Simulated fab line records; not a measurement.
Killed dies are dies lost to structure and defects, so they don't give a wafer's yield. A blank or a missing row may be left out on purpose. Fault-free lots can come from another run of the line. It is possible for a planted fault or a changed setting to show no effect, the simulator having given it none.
A struck lot beside a sound one || flow gf180mcu || 15 steps out of a route of 602
Sound: the wafers L511.3, L511.5, L511.6. Wafers L505.3, L505.5, L505.6 were the ones struck. The cause is given at the end.
Order at every step that has rows: each side's tool, ch and its chambers, its first start. Under that, the readings that differ: sound wafers || struck wafers || difference of the means || sigmas: that difference in standard deviations of wafers without a fault.
alike: same words and numbers on both sides, and readings whose means sit less than 2 such deviations apart. not compared: any withheld reading, any reading some wafer has no value for, any bound like >300 that may hide the same value, and any number with overlapping values for which the record gives no deviation.
The two part at a step that has a row with sigmas, a row that says differs or no value, or rows on one side only. Non-overlapping numbers with no deviation appear without sigmas and do not part them. A reading that every wafer of one side lacks parts them only if that side has two wafers or more.

GF_M2_SPUTTER_04: material TiN, target thk 50 nm, time 41.7 s.
  struck on pvd-sputter-03, day 22 19:07; sound on pvd-sputter-01, day 24 15:53
  alike: throttle-valve-pct
GF_M2_RS_MEAS_05: a four-point-probe measurement.
  struck on film-metro-03, day 22 19:12; sound on film-metro-02, day 24 15:58
  alike: M2_ALCU_RS
GF_M2_THK_MEAS_06: measures by xrf.
  struck on film-metro-03, day 22 19:18; sound on film-metro-02, day 24 16:04
  alike: M2_ALCU_THK
then, 7 steps without rows for these wafers: GF_M2_DEHYDRATE_07 (time 60 s); GF_M2_HMDS_08 (prime time 60 s); GF_M2_COAT_09 (resist thk 1000 nm); GF_M2_SOFTBAKE_10 (time 60 s); GF_M2_EXPOSE_11 (exposes mask Metal2, target cd 280 nm); GF_M2_PEB_12 (peb time 90 s); GF_M2_DEVELOP_13 (develop time 60 s).
GF_M2_CD_MEAS_14 targets a cd of 280 nm.
  struck on cd-sem-02, day 23 17:22; sound on cd-sem-01, day 25 13:01
  alike: cd-nm
GF_M2_OVL_MEAS_15:
  struck on overlay-01, day 23 17:28; sound on overlay-01, day 25 13:07
  alike: M2_OVL
GF_M2_METAL_ETCH_16: etches the open film in Cl2/BCl3, stops on SiO2, target depth 627.5 nm, time 104.6 s.
  sound on rie-metal-03 ch 0,1, day 25 13:10; struck on rie-metal-03 ch 0,1, day 23 17:31
  no value came back on the struck wafers for any of 6 readings (bcl3-flow-sccm (sccm), bias-w (W) and others); on the sound wafers bcl3-flow-sccm (sccm) reads 39.90 40.01 39.95
{"reading": "model.KrF_of_M2_COAT_09.thk-nm (nm)", "sound": "738.6 737.9 743.4", "struck": "986.2 984.3 989.7", "difference": "+246.8", "sigmas": ""}
GF_M2_STRIP_17: strips in O2/N2.
  sound on plasma-asher-01 ch 0,1, day 25 13:17; struck on plasma-asher-02 ch 0,1, day 23 17:38
{"reading": "oes-product-au (a.u.)", "sound": "0.556 0.556 0.560", "struck": "0.661 0.662 0.666", "difference": "+0.106", "sigmas": "+22"}
{"reading": "strip-time-to-endpoint-s (s)", "sound": "7.92 7.89 7.96", "struck": "10.22 10.20 10.26", "difference": "+2.30", "sigmas": "+38"}
  alike: chamber-pressure-mTorr, drypump-motor-current-A, heater-power-w, n2-flow-sccm
  not compared: rf-hours-counter-h
then, 1 step without rows for these wafers: GF_M2_STRIP_18 (strips in post etch residue remover, time 1200 s).

WHERE THEY PART
First at GF_M2_METAL_ETCH_16; last, within this record, at GF_M2_STRIP_17.

WHY: whatever the simulator had introduced
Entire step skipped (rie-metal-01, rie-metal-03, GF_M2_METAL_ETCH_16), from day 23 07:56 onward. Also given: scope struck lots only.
